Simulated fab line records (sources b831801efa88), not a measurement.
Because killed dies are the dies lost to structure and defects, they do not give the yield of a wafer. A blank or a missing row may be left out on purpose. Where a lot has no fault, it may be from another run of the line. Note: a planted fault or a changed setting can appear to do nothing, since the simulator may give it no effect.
Which of the tools did it? -- flow sky130 -- 32 wafers from 11 lots sampled at 5 of the route's 708 steps

== WHAT THE GAUGES SHOWED, per wafer ==
SKY_METAL4_OVL_MEAS_14. Usual: METAL4_OVL typically reads 0 nm, with standard deviation 5.6.
lot,measured,on,METAL4_OVL (nm),flag
L824,day 41 09:34,overlay-01,5 -4 -2,
L826,day 42 06:08,overlay-01,-6 -5 -11,
L827,day 42 09:02,overlay-02,-3 -1 1,
L828,day 42 15:01,overlay-02,-3 -10 -2,
L829,day 43 04:28,overlay-02,9 -2 -4,
L831,day 43 22:11,overlay-02,-7 -6 1,
L837,day 45 11:18,overlay-01,4 4,
L839,day 45 16:55,overlay-02,-11 -3 3,
L841,day 46 06:00,overlay-01,0 5 1,
L844,day 47 01:14,overlay-01,11 8 5,
L846,day 47 08:37,overlay-01,-1 -8 -9,

SKY_VIA4_OVL_MEAS_11. Usual: VIA4_OVL typically reads 0.1 nm, with standard deviation 1.2.
lot,measured,on,VIA4_OVL (nm),flag
L824,day 42 10:30,overlay-02,1.0 -0.4 0.6,
L826,day 43 06:13,overlay-01,-0.4 -1.7 -0.4,
L827,day 43 09:06,overlay-01,-1.8 0.7 0.5,
L828,day 43 15:14,overlay-01,0.2 -1.5 0.1,
L829,day 44 04:21,overlay-01,-1.0 0.5 -0.8,
L831,day 44 21:07,overlay-01,-1.4 -0.2 -0.1,
L837,day 46 09:16,overlay-01,-1.7 -0.7,
L839,day 46 14:33,overlay-01,0.3 -1.1 0.5,
L841,day 47 03:01,overlay-01,1.6 1.8 2.5,
L844,day 47 22:05,overlay-01,-1.2 -1.2 -1.4,
L846,day 48 05:21,overlay-02,2.9 1.6 3.9,

== TOOL THAT RAN EACH LOT (tool first, then ch and the chambers of the sampled wafers, then the start) ==
lot,SKY_METAL4_SPUTTER_02,SKY_METAL4_METAL_ETCH_18,SKY_METAL4_STRIP_19
L824,"pvd-sputter-03, day 39 07:59","rie-metal-04 ch 1, day 41 09:44","plasma-asher-04 ch 0,1, day 41 09:55"
L826,"pvd-sputter-04, day 40 04:54","rie-metal-02 ch 0,1, day 42 06:22","plasma-asher-03 ch 0,1, day 42 06:31"
L827,"pvd-sputter-02, day 40 08:23","rie-metal-03 ch 0,1, day 42 09:14","plasma-asher-01 ch 0,1, day 42 09:24"
L828,"pvd-sputter-03, day 40 14:30","rie-metal-03 ch 0,1, day 42 15:13","plasma-asher-03 ch 0,1, day 42 15:23"
L829,"pvd-sputter-03, day 41 04:28","rie-metal-02 ch 0,1, day 43 04:42","plasma-asher-03 ch 0,1, day 43 04:52"
L831,"pvd-sputter-04, day 41 22:58","rie-metal-04 ch 0,1, day 43 22:22","plasma-asher-04 ch 0,1, day 43 22:32"
L837,"pvd-sputter-03, day 43 14:25","rie-metal-04 ch 0,1, day 45 11:32","plasma-asher-01 ch 0, day 45 11:41"
L839,"pvd-sputter-03, day 43 21:12","rie-metal-04 ch 0,1, day 45 17:06","plasma-asher-03 ch 0,1, day 45 17:16"
L841,"pvd-sputter-02, day 44 10:43","rie-metal-03 ch 0,1, day 46 06:11","plasma-asher-03 ch 0,1, day 46 06:22"
L844,"pvd-sputter-04, day 45 07:26","rie-metal-02 ch 0,1, day 47 01:26","plasma-asher-04 ch 0,1, day 47 01:37"
L846,"pvd-sputter-04, day 45 14:35","rie-metal-02 ch 0,1, day 47 08:49","plasma-asher-03 ch 0,1, day 47 08:59"
- SKY_METAL4_SPUTTER_02: material AlCu, target thk 735 nm, time 39.1 s.
- SKY_METAL4_METAL_ETCH_18: etches the open film in Cl2/BCl3, stops on SiO2, target depth 845 nm, time 183.1 s.
- SKY_METAL4_STRIP_19: strips in O2/N2.

== WHAT THE TOOLS THEMSELVES READ (means of the sampled wafers that have a number; where no wafer has one, the mark that the record gives instead) ==
SKY_METAL4_SPUTTER_02. Usual: 30.3 % for throttle-valve-pct, sd 0.88.
lot,tool,throttle-valve-pct (%),flag
L824,pvd-sputter-03,30.0,
L826,pvd-sputter-04,30.9,
L827,pvd-sputter-02,28.7,
L828,pvd-sputter-03,29.9,
L829,pvd-sputter-03,31.2,
L831,pvd-sputter-04,30.6,
L837,pvd-sputter-03,30.1,
L839,pvd-sputter-03,30.7,
L841,pvd-sputter-02,29.3,
L844,pvd-sputter-04,30.7,
L846,pvd-sputter-04,30.8,

SKY_METAL4_METAL_ETCH_18. Usual: bias-w 48.50 W, standard deviation 0.16; drypump-motor-current-A 5.7 A, standard deviation 0.41; oes-product-au 0.865 a.u., standard deviation 0.0061; throttle-valve-pct 22.266 %, standard deviation 0.0093.
lot,tool,bias-w (W),drypump-motor-current-A (A),oes-product-au (a.u.),throttle-valve-pct (%),flag
L824,rie-metal-04,48.58,6.4,0.870,22.270,
L826,rie-metal-02,48.59,5.5,0.858,22.262,
L827,rie-metal-03,48.45,5.7,0.871,22.270,
L828,rie-metal-03,48.56,5.7,0.859,22.257,
L829,rie-metal-02,48.47,5.5,0.862,22.268,
L831,rie-metal-04,48.37,5.9,0.865,22.262,
L837,rie-metal-04,48.63,6.1,0.801,22.260,OFF
L839,rie-metal-04,48.35,5.9,0.800,22.269,OFF
L841,rie-metal-03,48.59,5.5,0.857,22.261,
L844,rie-metal-02,48.56,5.5,0.862,22.273,
L846,rie-metal-02,48.55,5.4,0.864,22.262,

SKY_METAL4_STRIP_19. Usual: drypump-motor-current-A 6.1 A, standard deviation 0.46; oes-product-au 0.505 a.u., standard deviation 0.0054; strip-time-to-endpoint-s 6.59 s, standard deviation 0.058.
lot,tool,drypump-motor-current-A (A),oes-product-au (a.u.),strip-time-to-endpoint-s (s),flag
L824,plasma-asher-04,6.4,0.501,6.53,
L826,plasma-asher-03,6.1,0.504,6.59,
L827,plasma-asher-01,5.8,0.507,6.69,
L828,plasma-asher-03,6.0,0.499,6.61,
L829,plasma-asher-03,5.7,0.511,6.60,
L831,plasma-asher-04,6.4,0.501,6.60,
L837,plasma-asher-01,5.8,0.470,5.64,OFF
L839,plasma-asher-03,6.0,0.467,5.69,OFF
L841,plasma-asher-03,5.7,0.508,6.67,
L844,plasma-asher-04,6.4,0.503,6.63,
L846,plasma-asher-03,5.7,0.496,6.53,

== THE ANSWER, worked out from the rows above alone ==
Rule: lot off if the mean of its wafers having a number is beyond 3 standard deviations from the usual mean. Also off: a lot with no number at a reading for which 4 or more lots have one. All remaining lots with rows at the step are treated as sound. First the gauges in route order, then the tools' own readings, where a lot's mean is used as printed above. The first step at which some lot is off is used, and at that step the reading that is off furthest; a lot without a number counts as furthest.
Off, at SKY_METAL4_METAL_ETCH_18 on oes-product-au: L837, L839.
If a tool, at that step or one of the process steps before it, ran each lot that is off and ran no sound lot following the first of them, it fits. Undecided on this evidence; 2 tools fit (pvd-sputter-03 at SKY_METAL4_SPUTTER_02, rie-metal-04 at SKY_METAL4_METAL_ETCH_18).

== WHAT HAD BEEN PUT IN BY THE SIMULATOR ==
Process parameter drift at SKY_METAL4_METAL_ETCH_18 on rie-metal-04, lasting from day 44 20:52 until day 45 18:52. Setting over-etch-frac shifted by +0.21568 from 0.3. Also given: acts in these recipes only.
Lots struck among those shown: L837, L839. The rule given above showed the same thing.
